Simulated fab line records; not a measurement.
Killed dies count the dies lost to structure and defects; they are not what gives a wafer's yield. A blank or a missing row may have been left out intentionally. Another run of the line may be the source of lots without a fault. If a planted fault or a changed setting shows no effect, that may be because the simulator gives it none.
Chamber matching	flow sky130	rieDiel-02 running SKY_FIELD_ISO_ETCH_14: 4 sister chambers
The step etches BARC in N2/H2, stops on SiO2, time 45.9 s, target depth 60 nm. 14 wafers are shown with their chamber, then 7 later ones without.

== WAFERS, EACH WITH ITS CHAMBER ==
wafer	chamber	oesProductAu (a.u.)	throttleValvePct (%)
L080.1	0	0.851	13.218
L080.2	1	0.859	13.224
L080.4	2	0.857	13.223
L085.2	2	0.858	13.221
L085.3	1	0.866	13.238
L085.6	1	0.861	13.220
L087.3	2	0.854	13.228
L087.5	1	0.857	13.216
L087.6	2	0.853	13.219
L091.3	3	0.848	13.219
L091.4	1	0.854	13.236
L091.5	1	0.851	13.223
L093.1	2	0.858	13.217
L093.3	0	0.856	13.234

SIGNATURES (means of the wafers above)
reading	chamber 0	chamber 1	chamber 2	chamber 3	scatter within a chamber
oesProductAu	0.85350	0.85800	0.85600	0.84800	0.00418
throttleValvePct	13.22600	13.22617	13.22160	13.21900	0.00769
Rule: a wafer lies at a distance from a chamber equal to the root of the sum of squares, over the readings, of (its reading less the chamber's mean, divided by the reading's scatter). If the next closest chamber is less than 2 further off than the closest, the wafer can't be placed; otherwise it belongs to the closest. The scatter is the square root of a quotient: the sum, over the shown wafers, of each reading's squared deviation from its chamber's mean, divided by wafers minus chambers.

== WAFERS WITHOUT THEIR CHAMBER ==
wafer	oesProductAu (a.u.)	throttleValvePct (%)
L093.5	0.856	13.211
L095.4	0.855	13.232
L095.5	0.852	13.227
L095.6	0.847	13.229
L096.1	0.858	13.232
L096.2	0.861	13.240
L096.4	0.857	13.227

== CHAMBER TAKEN BY EACH ==
wafer	from the rows above	in truth
L093.5	can't be placed: 2 or 1 or 0 or 3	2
L095.4	can't be placed: 0 or 1 or 2 or 3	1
L095.5	can't be placed: 0 or 2 or 3 or 1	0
L095.6	can't be placed: 3 or 0 or 2 or 1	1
L096.1	can't be placed: 1 or 0 or 2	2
L096.2	can't be placed: 1 or 0 or 2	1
L096.4	can't be placed: 1 or 2 or 0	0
0 of 7 placed correctly. Unplaceable from these rows: 7, with the true chamber sitting among the candidates in 7. 0 placed wrongly.
